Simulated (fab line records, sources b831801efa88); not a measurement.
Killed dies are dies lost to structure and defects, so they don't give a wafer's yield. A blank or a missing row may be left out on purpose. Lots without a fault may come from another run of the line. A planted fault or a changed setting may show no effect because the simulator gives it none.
A struck lot beside a sound one | flow gf180mcu | 15 steps out of a route of 602
Sound: wafers L427.2, L427.4, L427.5. Struck: wafer L435.1. (L435.4 of the same lot was not struck and is left out.) The cause comes at the end.
At each step with rows: each side's tool, then ch and its chambers, then its first start. Under that, the readings that differ: sound wafers | struck wafers | difference of the means | sigmas: that difference in standard deviations of wafers without a fault.
alike: readings whose means differ by less than 2 such deviations, and words and numbers that are the same on both sides. not compared: withheld readings, readings that some wafer has no value for, bounds like >300 that may hide the same value, and numbers for which the record gives no deviation and whose values overlap.
The two part at a step that has a row with sigmas, a row that says differs or no value, or rows on one side only. Numbers that don't overlap but have no deviation are shown without sigmas and don't part them. A reading that every wafer of one side lacks parts them only if that side has two wafers or more.

first, 4 steps without rows for these wafers: GF_TOP_METAL_SOFTBAKE_10 (time 60 s); GF_TOP_METAL_EXPOSE_11 (exposes mask MetalTop, target cd 440 nm); GF_TOP_METAL_PEB_12; GF_TOP_METAL_DEVELOP_13 (develop time 60 s).
GF_TOP_METAL_CD_MEAS_14: target cd 440 nm.
  sound on cd_sem-02, day 28 09:19; struck on cd_sem-02, day 30 20:32
  reading    | sound             | struck | difference | sigmas
  cd_nm (nm) | 434.4 431.9 434.2 | 441.1  | +7.6       | +3
GF_TOP_METAL_OVL_MEAS_15:
  sound on overlay-01, day 28 09:25; struck on overlay-01, day 30 20:39
  alike: TOP_METAL_OVL
GF_TOP_METAL_METAL_ETCH_16: etches the open film in Cl2/BCl3, stops on SiO2, target depth 1197 nm, time 199.5 s.
  sound on rie_metal-02 ch 0,1, day 28 09:26; struck on rie_metal-04 ch 0, day 30 20:41
  alike: drypump_motor_current_A, he_backside_leak_sccm, oes_product_au, throttle_valve_pct
  not compared: rf_hours_counter_h
GF_TOP_METAL_STRIP_17: strips in O2/N2.
  sound on plasma_asher-04 ch 0,1, day 28 09:38; struck on plasma_asher-01 ch 0, day 30 20:53
  alike: drypump_motor_current_A, heater_power_w, oes_product_au, strip_time_to_endpoint_s
  not compared: rf_hours_counter_h
then, 2 steps without rows for these wafers: GF_TOP_METAL_STRIP_18 (strips in post etch residue remover, time 1200 s); GF_TOP_METAL_CLEAN_19 (cleans in DIW).
GF_PASSIVATION_CVD_00: deposits SiO2 from TEOS, target thk 1000 nm, time 111.95 s.
  sound on pecvd-04 ch 0,1, day 28 10:10; struck on pecvd-01 ch 1, day 30 21:27
  alike: heater_power_w
GF_PASSIVATION_THK_MEAS_01:
  sound on film_metro-04, day 28 10:23; struck on film_metro-03, day 30 21:32
  alike: PASSIVATION_CVD_00_THK
GF_PASSIVATION_CVD_02: deposits Si3N4, target thk 700 nm, time 486.18 s.
  sound on pecvd-02 ch 0,2, day 28 10:26; struck on pecvd-02 ch 1, day 30 21:35
  reading                                       | sound             | struck | difference | sigmas
  model.Si3N4_of_PASSIVATION_CVD_02.thk_nm (nm) | 687.1 708.4 693.8 | 358.3  | -338.1     |
  alike: heater_power_w
GF_PASSIVATION_THK_MEAS_03:
  sound on film_metro-02, day 28 10:43; struck on film_metro-03, day 30 21:52
  reading                     | sound       | struck | difference | sigmas
  PASSIVATION_CVD_02_THK (nm) | 687 709 694 | 358    | -339       | -31
then, 1 step without rows for these wafers: GF_PASSIVATION_DEHYDRATE_04 (time 60 s).

WHERE THEY PART
First at GF_TOP_METAL_CD_MEAS_14; last, within this record, at GF_PASSIVATION_THK_MEAS_03.

WHY: what the simulator had put in
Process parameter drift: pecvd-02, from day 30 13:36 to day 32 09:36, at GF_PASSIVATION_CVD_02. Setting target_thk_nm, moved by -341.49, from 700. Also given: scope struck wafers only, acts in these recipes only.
